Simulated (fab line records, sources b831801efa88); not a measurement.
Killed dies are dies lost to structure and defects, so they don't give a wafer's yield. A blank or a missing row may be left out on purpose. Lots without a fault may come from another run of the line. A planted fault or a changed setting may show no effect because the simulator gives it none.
A struck lot beside a sound one | flow sky130 | 14 steps out of a route of 708
Sound: wafers L948.1, L948.4, L948.6. Struck: wafers L941.2, L941.4, L941.6. The cause comes at the end.
At each step with rows: each side's tool, then ch and its chambers, then its first start. Under that, the readings that differ: sound wafers | struck wafers | difference of the means | sigmas: that difference in standard deviations of wafers without a fault.
alike: readings whose means differ by less than 2 such deviations, and words and numbers that are the same on both sides. not compared: withheld readings, readings that some wafer has no value for, bounds like >300 that may hide the same value, and numbers for which the record gives no deviation and whose values overlap.
The two part at a step that has a row with sigmas, a row that says differs or no value, or rows on one side only. Numbers that don't overlap but have no deviation are shown without sigmas and don't part them. A reading that every wafer of one side lacks parts them only if that side has two wafers or more.

first, 3 steps without rows for these wafers: SKY_PASSIVATION_EXPOSE_08 (exposes mask NSM, target cd 3000 nm); SKY_PASSIVATION_PEB_09; SKY_PASSIVATION_DEVELOP_10 (develop time 60 s).
SKY_PASSIVATION_ETCH_11: etches the open film in CF4/O2, stops on AlCu, target depth 725 nm, time 161.1 s.
  sound on rie_diel-04 ch 0,1,2, day 49 08:23; struck on rie_diel-04 ch 1,2, day 47 12:08
  alike: O2_flow_sccm, bias_w, drypump_motor_current_A, oes_product_au, throttle_valve_pct
  not compared: rf_hours_counter_h
SKY_PASSIVATION_STRIP_12: strips in O2/N2.
  sound on plasma_asher-04 ch 0,1, day 49 08:29; struck on plasma_asher-01 ch 0,1, day 47 12:14
  alike: drypump_motor_current_A, oes_product_au, strip_time_to_endpoint_s
  not compared: rf_hours_counter_h
then, 7 steps without rows for these wafers: SKY_PAD_OPEN_DEHYDRATE_00 (time 60 s); SKY_PAD_OPEN_HMDS_01 (prime time 60 s); SKY_PAD_OPEN_COAT_02 (resist thk 2966 nm); SKY_PAD_OPEN_SOFTBAKE_03; SKY_PAD_OPEN_EXPOSE_04 (exposes mask PDM, target cd 60000 nm); SKY_PAD_OPEN_PEB_05; SKY_PAD_OPEN_DEVELOP_06 (develop time 60 s).
SKY_PAD_OPEN_ETCH_07: etches the open film in CF4/O2, stops on AlCu, target depth 725 nm, time 161.1 s.
  sound on rie_diel-03 ch 1,2,3, day 50 01:31; struck on rie_diel-04 ch 2,3, day 48 06:19
  no value came back on the struck wafers for any of 6 readings (O2_flow_sccm (sccm), bias_w (W) and others); on the sound wafers O2_flow_sccm (sccm) reads 10.006 10.035 10.019
  not compared: rf_hours_counter_h
SKY_PAD_OPEN_STRIP_08: strips in O2/N2.
  sound on plasma_asher-04 ch 0,1, day 50 01:37; struck on plasma_asher-03 ch 0, day 48 06:25
  reading                      | sound             | struck            | difference | sigmas
  strip_time_to_endpoint_s (s) | 36.79 36.62 36.76 | 36.44 36.41 36.44 | -0.29      | -3
  alike: drypump_motor_current_A, oes_product_au
  not compared: rf_hours_counter_h

WHERE THEY PART
First at SKY_PAD_OPEN_ETCH_07; last, within this record, at SKY_PAD_OPEN_STRIP_08.

WHY: what the simulator had put in
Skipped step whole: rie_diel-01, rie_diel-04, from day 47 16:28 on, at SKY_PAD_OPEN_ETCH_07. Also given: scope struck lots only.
